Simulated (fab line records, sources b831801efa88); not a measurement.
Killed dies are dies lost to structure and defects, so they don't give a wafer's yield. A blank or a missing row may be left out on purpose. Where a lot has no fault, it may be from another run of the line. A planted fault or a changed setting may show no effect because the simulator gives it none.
A lot that was struck, set against a sound lot || flow sky130 || 15 out of 708 route steps
Sound: these wafers, L676.2, L676.3, L676.4. Wafers struck: L687.2, L687.4, L687.6. The cause is given at the end.
At each step with rows: each side's tool, then ch and its chambers, then its first start. Under that, the readings that differ: sound wafers || struck wafers || difference of the means || sigmas: that difference in standard deviations of wafers without a fault.
alike: same words and numbers on both sides, and readings whose means sit less than 2 such deviations apart. not compared: any withheld reading, any reading some wafer has no value for, any bound like >300 that may hide the same value, and any number with overlapping values for which the record gives no deviation.
Wherever a step has rows on one side only, a row that says differs or no value, or a row with sigmas, the two part there. Numbers that have no deviation but don't overlap get no sigmas and don't part them. A reading missing from all wafers of one side parts the sides only when that side holds two or more wafers.

SKY_CAP2M_THK_MEAS_01:
  sound on film_metro-01 at day 41 07:04; struck on film_metro-03 at day 44 19:10
{"reading": "CAP2M_CVD_00_THK (nm)", "sound": "15.36 15.18 15.42", "struck": "15.61 16.09 15.87", "difference": "+0.54", "sigmas": "+2"}
SKY_CAP2M_SPUTTER_02: material TiN, target thk 200 nm, time 166.7 s.
  sound on pvd_sputter-03 at day 41 07:07; struck on pvd_sputter-02 at day 44 19:13
{"reading": "throttle_valve_pct (%)", "sound": "30.5 31.3 30.4", "struck": "28.0 29.5 28.0", "difference": -2.2, "sigmas": -3}
SKY_CAP2M_RS_MEAS_03: uses a four-point probe to measure.
  sound on film_metro-03 at day 41 07:15; struck on film_metro-02 at day 44 19:21
  alike: CAP2M_TIN_RS
SKY_CAP2M_THK_MEAS_04: measures by xrf.
  sound on film_metro-03 at day 41 07:22; struck on film_metro-02 at day 44 19:28
  alike: CAP2M_TIN_THK
then, 7 steps without rows for these wafers: SKY_CAP2M_DEHYDRATE_05 (time 60 s); SKY_CAP2M_HMDS_06 (prime time 60 s); SKY_CAP2M_COAT_07 (resist thk 1140 nm); SKY_CAP2M_SOFTBAKE_08 (time 60 s); SKY_CAP2M_EXPOSE_09 (exposes mask CAP2M, target cd 1000 nm); SKY_CAP2M_PEB_10; SKY_CAP2M_DEVELOP_11 (develop time 60 s).
SKY_CAP2M_OVL_MEAS_12:
  sound on overlay-01 at day 42 07:29; struck on overlay-01 at day 45 16:47
  alike: CAP2M_OVL
SKY_CAP2M_METAL_ETCH_13: etches TiN in Cl2/BCl3, stops on SiO2, target depth 220 nm, time 62.9 s.
  sound on rie_metal-03 ch 0,1, day 42 07:31; struck on rie_metal-02 ch 0,1, day 45 16:49
  no value came back on the struck wafers for any of 6 readings (bcl3_flow_sccm (sccm), bias_w (W) and others); on the sound wafers bcl3_flow_sccm (sccm) reads 29.99 29.86 30.13
{"reading": "model.NOVOLAK_of_CAP2M_COAT_07.thk_nm (nm)", "sound": "992.2 991.9 997.6", "struck": "1145 1142 1142", "difference": "+149", "sigmas": ""}
  not compared: rf_hours_counter_h
SKY_CAP2M_STRIP_14: strips in O2/N2.
  sound on plasma_asher-02 ch 0,1, day 42 07:35; struck on plasma_asher-02 ch 1, day 45 16:54
{"reading": "strip_time_to_endpoint_s (s)", "sound": "12.62 12.64 12.68", "struck": "14.24 14.20 14.21", "difference": "+1.57", "sigmas": "+41"}
  alike: drypump_motor_current_A, o2_flow_sccm, oes_product_au
  not compared: rf_hours_counter_h
then, 1 step without rows for these wafers: SKY_CAP2M_STRIP_15 (strips in post etch residue remover, time 1200 s).

WHERE THEY PART
Earliest at SKY_CAP2M_THK_MEAS_01; latest, in this record, at SKY_CAP2M_STRIP_14.

WHY: the cause the simulator had injected
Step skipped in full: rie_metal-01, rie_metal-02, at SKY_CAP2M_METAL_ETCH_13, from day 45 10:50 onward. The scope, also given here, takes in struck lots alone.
